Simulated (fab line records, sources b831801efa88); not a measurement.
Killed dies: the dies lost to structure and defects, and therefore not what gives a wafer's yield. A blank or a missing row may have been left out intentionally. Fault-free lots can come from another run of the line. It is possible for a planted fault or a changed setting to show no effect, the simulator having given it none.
A single fault, viewed from 2 desks -- flow sky130 -- every desk sees just its own numbers, and what lay behind them comes last

FROM THE METROLOGY DESK
Lot by lot, what the gauges showed, no matter which tool ran the lot: averages of those sampled wafers that carry a number. The brackets show how far a lot's mean lies from the usual mean; more than 4 standard deviations puts the lot out of limits, marked OUT.
Columns: A = VIA1_W_RS at SKY_VIA1_RS_MEAS_22, usual 0.425 ohm/sq
lot,first seen here,A
L646,day 34 01:02,0.426
L647,day 34 04:53,0.424
L648,day 34 16:22,0.433
L652,day 35 17:49,0.430
L656,day 37 15:16,0.421
L657,day 37 22:22,0.415
L663,day 39 21:52,0.430
L662,day 40 00:07,0.434
L665,day 40 02:28,0.434
L669,day 41 05:00,0.425
Finding of this desk: none of the 10 lots has anything out of limits.

AT THE TOOL OWNER'S DESK: rie-metal-04
The tool's own readings at SKY_METAL1_METAL_ETCH_19 (etches the open film in Cl2/BCl3, stops on SiO2, target depth 360 nm, time 78 s): means of the sampled wafers that have a number, for each lot that ran on this tool. The brackets show how far a lot's mean lies from the usual mean; more than 4 standard deviations puts the lot out of limits, marked OUT.
Columns: A = drypump-motor-current-A at SKY_METAL1_METAL_ETCH_19, usual 5.7 A; B = oes-product-au at SKY_METAL1_METAL_ETCH_19, usual 0.854 a.u.; C = run-length-s at SKY_METAL1_METAL_ETCH_19, usual 106.4 s; D = throttle-valve-pct at SKY_METAL1_METAL_ETCH_19, usual 22.265 %
lot,first seen here,A,B,C,D
L646,day 32 19:39,5.4,0.862,106.3,22.263
L652,day 34 12:34,6.3,0.855,105.8,22.266
L657,day 36 18:11,5.4,0.859,106.4,22.261
L663,day 38 18:25,5.4,0.981 (+23) OUT,95.4 (-23) OUT,22.259
L662,day 38 20:38,5.4,0.997 (+26) OUT,95.5 (-23) OUT,22.260
L665,day 38 22:40,5.4,0.989 (+24) OUT,95.5 (-23) OUT,22.279
This desk's verdict: out of limits on L662, L663, L665, starting with L663 at day 38 18:25 (oes-product-au at SKY_METAL1_METAL_ETCH_19). L646, L652, L657 stayed within limits.

BROUGHT TOGETHER
On L662, L663, L665, at day 38 18:25, an alarm was possible from the tool owner's desk.
Metrology desk: nothing out of limits seen.
The metrology desk holds a record of L662, L663, L665, inside its limits.
On rie-metal-04, each named lot ran SKY_METAL1_METAL_ETCH_19.

WHAT THE SIMULATOR HAD PUT IN
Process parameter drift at SKY_METAL1_METAL_ETCH_19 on rie-metal-04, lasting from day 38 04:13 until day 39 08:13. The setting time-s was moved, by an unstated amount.
Lots struck among those shown: L662, L663, L665.
Hours from the fault's start to each desk's first reading out of limits: the tool owner's desk, 14.
